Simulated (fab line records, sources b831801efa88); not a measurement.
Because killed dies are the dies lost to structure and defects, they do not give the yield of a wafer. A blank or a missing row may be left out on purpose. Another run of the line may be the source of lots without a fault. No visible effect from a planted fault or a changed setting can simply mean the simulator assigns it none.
One fault seen from 2 desks / flow gf180mcu / each desk holds nothing but its own numbers, with what lay behind them at the end

== THE METROLOGY DESK ==
Lot by lot, what the gauges showed, no matter which tool ran the lot: averages of those sampled wafers that carry a number. If a lot's mean is further than 4 standard deviations from the usual mean, the lot is out of limits and carries the mark OUT (the distance appears in the brackets).
Columns: A = V5_W_RS at GF_V5_RS_MEAS_24, usual 0.325 ohm/sq; B = V5_W_THK at GF_V5_THK_MEAS_25, usual 343 nm
lot=L291; first seen here=day 30 13:16; A=0.322; B=342
lot=L296; first seen here=day 32 00:26; A=0.329; B=332
lot=L297; first seen here=day 32 06:20; A=0.315; B=353
lot=L302; first seen here=day 33 06:11; A=0.323; B=344
lot=L303; first seen here=day 33 10:39; A=0.329; B=344
Result from this desk: across the 5 lots, nothing is out of limits.

== AT THE TOOL OWNER'S DESK: pvd sputter-01 ==
The tool's own readings at GF_TOP_METAL_SPUTTER_01 (material TiN, target thk 30 nm, time 25 s): means of the sampled wafers that have a number, for each lot that ran on this tool. If a lot's mean is further than 4 standard deviations from the usual mean, the lot is out of limits and carries the mark OUT (the distance appears in the brackets).
Columns: A = cathode dc power W at GF_TOP_METAL_SPUTTER_01, usual 6499.9 W; B = throttle valve pct at GF_TOP_METAL_SPUTTER_01, usual 30.1 %
lot=L291; first seen here=day 30 13:50; A=6220.7 (-99 or more) OUT; B=30.4
This desk's verdict: out of limits on L291, starting with L291 at day 30 13:50 (cathode dc power W at GF_TOP_METAL_SPUTTER_01). In limits: none.

== BROUGHT TOGETHER ==
An alarm could have come from the tool owner's desk at day 30 13:50, on L291.
From the metrology desk's view, nothing was out of limits.
The metrology desk has L291 on record, within its limits.
All the named lots went through GF_TOP_METAL_SPUTTER_01 on pvd sputter-01.

== WHAT THE SIMULATOR HAD PUT IN ==
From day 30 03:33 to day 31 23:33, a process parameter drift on pvd sputter-01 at GF_TOP_METAL_SPUTTER_01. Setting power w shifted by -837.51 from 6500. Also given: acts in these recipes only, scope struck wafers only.
Shown lots that were struck: L291.
How many hours passed from the start of the fault until each desk's first out-of-limits reading: the tool owner's desk, 10.
